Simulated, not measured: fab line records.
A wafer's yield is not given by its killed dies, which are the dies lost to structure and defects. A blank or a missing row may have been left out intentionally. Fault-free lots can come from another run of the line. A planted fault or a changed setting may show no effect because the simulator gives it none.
Matching of chambers :: flow sky130 :: rie diel-02 running SKY_VIA4_ETCH_12: 4 sister chambers
The step etches SiO2 in C4F8/O2/Ar, stops on TiN, target depth 580 nm. 8 wafers are shown with their chamber, then 7 later ones without.

== WAFERS, EACH WITH ITS CHAMBER ==
wafer: L731.5
chamber: 1
oes product au (a.u.): 0.921

wafer: L735.3
chamber: 0
oes product au (a.u.): 0.933

wafer: L735.4
chamber: 2
oes product au (a.u.): 0.926

wafer: L737.1
chamber: 3
oes product au (a.u.): 0.926

wafer: L737.4
chamber: 2
oes product au (a.u.): 0.930

wafer: L737.6
chamber: 0
oes product au (a.u.): 0.921

wafer: L741.1
chamber: 1
oes product au (a.u.): 0.929

wafer: L741.2
chamber: 3
oes product au (a.u.): 0.919

== WAFERS WHOSE CHAMBER IS MISSING ==
wafer: L741.5
oes product au (a.u.): 0.922

wafer: L743.3
oes product au (a.u.): 0.934

wafer: L743.5
oes product au (a.u.): 0.916

wafer: L743.6
oes product au (a.u.): 0.919

wafer: L744.1
oes product au (a.u.): 0.930

wafer: L744.2
oes product au (a.u.): 0.931

wafer: L744.6
oes product au (a.u.): 0.929

== WHICH CHAMBER EACH ONE RAN IN ==
wafer: L741.5
from the rows above: can't be placed: 3 or 1 or 0 or 2
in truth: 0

wafer: L743.3
from the rows above: can't be placed: 2 or 0 or 1 or 3
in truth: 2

wafer: L743.5
from the rows above: can't be placed: 3 or 1 or 0 or 2
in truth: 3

wafer: L743.6
from the rows above: can't be placed: 3 or 1 or 0 or 2
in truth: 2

wafer: L744.1
from the rows above: can't be placed: 2 or 0 or 1 or 3
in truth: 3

wafer: L744.2
from the rows above: can't be placed: 2 or 0 or 1 or 3
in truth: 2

wafer: L744.6
from the rows above: can't be placed: 2 or 0 or 1 or 3
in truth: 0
0 of 7 placed correctly. Cannot be placed on the basis of these rows: 7; the candidates contain the true chamber in 7. Wrongly placed: 0.
How it was worked out, from the rows above alone: a wafer's distance from a chamber is the root of the sum, over the readings, of the square of ((its reading less the chamber's mean) divided by the reading's scatter). The wafer belongs to the nearest chamber; if the next one is less than 2 further off, it can't be placed. Each chamber's mean is taken over the wafers shown for it. The scatter: the root of (the sum of the squares of (reading less its chamber's mean) over the shown wafers, divided by (wafers less chambers)).
